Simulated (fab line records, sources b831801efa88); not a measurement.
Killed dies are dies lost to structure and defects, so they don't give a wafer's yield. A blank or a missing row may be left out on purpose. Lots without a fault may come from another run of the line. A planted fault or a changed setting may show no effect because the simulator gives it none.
Which tool did it? | flow sfq_line | 14 lots, 42 wafers sampled, at 1 step of a route of 325

WHAT THE GAUGES READ, wafer by wafer
The record holds no reading of a measuring or inspecting step that can be judged against a usual standard deviation.

WHICH TOOL RAN EACH LOT (tool, then ch and the chambers of the sampled wafers, then the start)
lot  | SFQ_TRILAYER_I1_VIA_ETCH_VIA_ETCH_052
L106 | rie_diel-04 ch 0,1, day 14 10:08
L107 | rie_diel-02 ch 1,2,3, day 14 20:56
L108 | rie_diel-02 ch 0,1,3, day 15 06:32
L109 | rie_diel-03 ch 1,2,3, day 15 13:50
L110 | rie_diel-02 ch 0,1,2, day 15 16:14
L111 | rie_diel-03 ch 2,3, day 16 05:26
L112 | rie_diel-04 ch 2,3, day 16 15:02
L119 | rie_diel-02 ch 0,2,3, day 19 08:59
L120 | rie_diel-02 ch 0,1,3, day 19 18:23
L122 | rie_diel-03 ch 2,3, day 21 00:17
L126 | rie_diel-04 ch 1,2, day 22 11:07
L127 | rie_diel-04 ch 0,2,3, day 22 23:11
L128 | rie_diel-02 ch 1,2,3, day 23 11:11
L129 | rie_diel-03 ch 0,2, day 23 18:23
- SFQ_TRILAYER_I1_VIA_ETCH_VIA_ETCH_052: etches SiO2 in CHF3, stops on Nb, target depth 260 nm.

WHAT THE TOOLS THEMSELVES READ (means of the sampled wafers that have a number; where no wafer has one, the mark that the record gives instead)
SFQ_TRILAYER_I1_VIA_ETCH_VIA_ETCH_052.
lot  | tool        | bias_w (W) | drypump_motor_current_A (A) | oes_product_au (a.u.) | rf_fwd_power_W (W)
L106 | rie_diel-04 | 79.96      | 5.1                         | 0.853                 | 497.3
L107 | rie_diel-02 | 79.99      | 5.7                         | 0.850                 | 499.2
L108 | rie_diel-02 | 79.98      | 5.4                         | 0.859                 | 498.8
L109 | rie_diel-03 | 80.22      | 5.5                         | 0.855                 | 496.3
L110 | rie_diel-02 | 80.17      | 5.8                         | 0.850                 | 497.8
L111 | rie_diel-03 | 79.60      | 5.4                         | 0.853                 | 497.9
L112 | rie_diel-04 | 80.15      | 5.9                         | 0.854                 | 498.9
L119 | rie_diel-02 | 80.27      | 5.7                         | 0.847                 | 419.4
L120 | rie_diel-02 | 80.13      | 5.5                         | 0.855                 | 417.7
L122 | rie_diel-03 | 79.94      | 5.3                         | 0.856                 | 501.0
L126 | rie_diel-04 | 79.94      | 5.7                         | 0.857                 | 499.3
L127 | rie_diel-04 | 80.00      | 5.5                         | 0.855                 | 499.3
L128 | rie_diel-02 | 79.91      | 5.7                         | 0.854                 | 497.5
L129 | rie_diel-03 | 79.90      | 5.8                         | 0.855                 | 497.2

THE ANSWER, worked out from the rows above alone
Rule: what is usual is taken from the lots themselves. Put in order of their means at a reading, lots are off if they are a third of the lots or fewer, leave a main group of 4 or more, and stand apart from it by a gap of 3 or more times the standard deviation of the main group's means; of several such gaps the widest counts. A main group whose means are all the same, to the digits that the tables above print for the reading, isn't used. A lot without any number at a reading at which 4 lots or more have one is off too. The other lots that the step has rows for count as sound. The gauges are gone through in route order, then the tools' own readings, and for those a lot's mean is taken as printed above. The first step at which some lot is off is used, and at that step the reading that is off furthest; a lot without a number counts as furthest.
Off: L119, L120, at SFQ_TRILAYER_I1_VIA_ETCH_VIA_ETCH_052 (rf_fwd_power_W). The main group: mean 498.4 W, standard deviation 1.2.
A tool fits if, at that step or a process step before it, it ran every lot that is off, and no sound lot after the first of them. None of those tried fits.

WHAT THE SIMULATOR HAD PUT IN
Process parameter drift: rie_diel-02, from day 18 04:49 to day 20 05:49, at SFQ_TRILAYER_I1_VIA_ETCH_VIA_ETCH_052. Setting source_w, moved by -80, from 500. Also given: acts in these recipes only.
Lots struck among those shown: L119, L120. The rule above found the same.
